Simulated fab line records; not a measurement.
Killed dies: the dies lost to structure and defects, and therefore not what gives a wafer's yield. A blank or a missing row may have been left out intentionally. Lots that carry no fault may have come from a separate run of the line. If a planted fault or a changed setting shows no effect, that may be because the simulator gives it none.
Chamber matching	flow sfq_line	SFQ_TRILAYER_I0_VIA_BARC_OPEN_VIA_ETCH_046 on rie_diel-02 has 4 sister chambers
The step etches BARC in O2, target depth 125 nm, time 41.7 s. 18 wafers are shown with their chamber, then 8 later ones without.

== WAFERS, EACH WITH ITS CHAMBER ==
wafer	chamber	drypump_motor_current_A (A)	run_length_s (s)	oes_product_au (a.u.)
L676.2	1	5.8	70.3	0.686
L676.4	3	5.8	69.7	0.681
L676.6	0	5.5	71.0	0.687
L677.1	0	5.5	70.8	0.686
L677.2	3	5.8	69.8	0.678
L677.4	1	5.8	70.8	0.682
L678.1	3	5.8	69.9	0.694
L678.3	0	5.5	70.7	0.683
L678.6	0	5.5	70.7	0.692
L679.1	2	5.5	69.7	0.684
L679.2	0	5.6	70.5	0.691
L679.5	0	5.5	70.7	0.685
L683.1	3	5.8	69.7	0.689
L683.3	1	5.8	70.4	0.682
L683.4	2	5.6	70.1	0.688
L684.1	1	5.7	70.4	0.687
L684.2	0	5.5	70.7	0.684
L684.3	2	5.5	70.0	0.690

SIGNATURES (means of the wafers above)
reading	chamber 0	chamber 1	chamber 2	chamber 3	scatter within a chamber
drypump_motor_current_A	5.514	5.775	5.533	5.800	0.0403
run_length_s	70.729	70.475	69.933	69.775	0.168
oes_product_au	0.68686	0.68425	0.68733	0.68550	0.0044
Rule: for a wafer and a chamber, the distance is found by dividing, reading by reading, the gap between the wafer's reading and the chamber's mean by the reading's scatter, squaring, summing and taking the root. If the next closest chamber is less than 2 further off than the closest, the wafer can't be placed; otherwise it belongs to the closest. The scatter: the root of (the sum of the squares of (reading less its chamber's mean) over the shown wafers, divided by (wafers less chambers)).

== WAFERS MISSING THEIR CHAMBER ==
wafer	drypump_motor_current_A (A)	run_length_s (s)	oes_product_au (a.u.)
L687.2	5.6	69.8	0.687
L688.2	5.5	69.9	0.691
L695.1	5.7	70.7	0.684
L695.2	5.8	69.9	0.685
L695.5	5.5	70.6	0.694
L698.2	5.8	69.6	0.689
L698.3	5.5	70.9	0.683
L698.6	5.8	69.9	0.681

== THE CHAMBER EACH PASSED THROUGH ==
wafer	from the rows above	in truth
L687.2	2	2
L688.2	2	2
L695.1	1	1
L695.2	3	3
L695.5	0	0
L698.2	3	3
L698.3	0	0
L698.6	3	3
Placed correctly: 8 of 8. Not placeable from these rows: 0. Number placed wrongly: 0.
